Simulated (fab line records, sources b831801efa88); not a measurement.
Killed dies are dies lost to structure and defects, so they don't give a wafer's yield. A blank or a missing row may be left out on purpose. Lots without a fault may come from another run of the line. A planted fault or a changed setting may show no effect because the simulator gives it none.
A struck lot beside a sound one | flow gf180mcu | 16 steps out of a route of 602
Sound: wafers L316.1, L316.3, L316.4. Struck: wafers L321.1, L321.3, L321.5. The cause comes at the end.
At each step with rows: each side's tool, then ch and its chambers, then its first start. Under that, the readings that differ: sound wafers | struck wafers | difference of the means | sigmas: that difference in standard deviations of wafers without a fault.
alike: readings whose means differ by less than 2 such deviations, and words and numbers that are the same on both sides. not compared: withheld readings, readings that some wafer has no value for, bounds like >300 that may hide the same value, and numbers for which the record gives no deviation and whose values overlap.
The two part at a step that has a row with sigmas, a row that says differs or no value, or rows on one side only. Numbers that don't overlap but have no deviation are shown without sigmas and don't part them. A reading that every wafer of one side lacks parts them only if that side has two wafers or more.

first, 1 step without rows for these wafers: GF_HV_LDD_IMPLANT_09.
GF_HV_LDD_STRIP_10: strips in O2/N2.
  sound on plasma_asher-01 ch 0,1, day 10 00:59; struck on plasma_asher-03 ch 1, day 11 22:51
  alike: chamber_pressure_mTorr, drypump_motor_current_A, heater_power_w, oes_product_au, strip_time_to_endpoint_s
  not compared: rf_hours_counter_h
GF_HV_LDD_TW_MEAS_11:
  sound on film_metro-04, day 10 01:05; struck on film_metro-01, day 11 22:57
  reading   | sound          | struck         | difference | sigmas
  HV_LDD_TW | 2409 2409 2399 | 2361 2367 2363 | -42        | -3
then, 7 steps without rows for these wafers: GF_HV_LDD_DEHYDRATE_12 (time 60 s); GF_HV_LDD_HMDS_13 (prime time 60 s); GF_HV_LDD_COAT_14 (resist thk 1000 nm); GF_HV_LDD_SOFTBAKE_15 (time 60 s); GF_HV_LDD_EXPOSE_16 (exposes mask Pplus LV AREA, target cd 400 nm); GF_HV_LDD_PEB_17; GF_HV_LDD_DEVELOP_18 (develop time 60 s).
GF_HV_LDD_CD_MEAS_19: target cd 400 nm.
  sound on cd_sem-01, day 10 19:23; struck on cd_sem-02, day 12 18:07
  alike: cd_nm
GF_HV_LDD_OVL_MEAS_20:
  sound on overlay-02, day 10 19:30; struck on overlay-01, day 12 18:14
  reading            | sound         | struck      | difference | sigmas
  HV_LDD_01_OVL (nm) | 0.1 -2.1 -3.2 | 0.3 1.7 1.2 | +2.8       | +2
GF_HV_LDD_IMPLANT_21:
  sound on implanter-04 ch 0, day 10 19:35; struck on implanter-03 ch 0, day 12 18:17
  reading                   | sound             | struck            | difference | sigmas
  implant_ion_amu           | 49 49 49          | 11 11 11          | -38        |
  model.implant.rp_nm (nm)  | 20.78 20.78 20.78 | 83.34 83.34 83.34 | +62.56     |
  model.implant.drp_nm (nm) | 11.41 11.41 11.41 | 35.62 35.62 35.62 | +24.21     |
GF_HV_LDD_STRIP_22: strips in O2/N2.
  sound on plasma_asher-01 ch 0,1, day 10 19:44; struck on plasma_asher-03 ch 0,1, day 12 18:26
  alike: chamber_pressure_mTorr, drypump_motor_current_A, heater_power_w, oes_product_au, strip_time_to_endpoint_s
  not compared: rf_hours_counter_h
GF_HV_LDD_TW_MEAS_23:
  sound on film_metro-01, day 10 19:50; struck on film_metro-04, day 12 18:45
  reading     | sound          | struck      | difference | sigmas
  HV_LDD_2_TW | 1042 1041 1043 | 663 666 666 | -377       | -57
  not compared: hold
GF_PASSIVATION_PROBE_99:
  the record has rows for the sound wafers here (prober-01, day 29 03:51) and none for the struck ones

WHERE THEY PART
First at GF_HV_LDD_TW_MEAS_11; last, within this record, at GF_PASSIVATION_PROBE_99.

WHY: what the simulator had put in
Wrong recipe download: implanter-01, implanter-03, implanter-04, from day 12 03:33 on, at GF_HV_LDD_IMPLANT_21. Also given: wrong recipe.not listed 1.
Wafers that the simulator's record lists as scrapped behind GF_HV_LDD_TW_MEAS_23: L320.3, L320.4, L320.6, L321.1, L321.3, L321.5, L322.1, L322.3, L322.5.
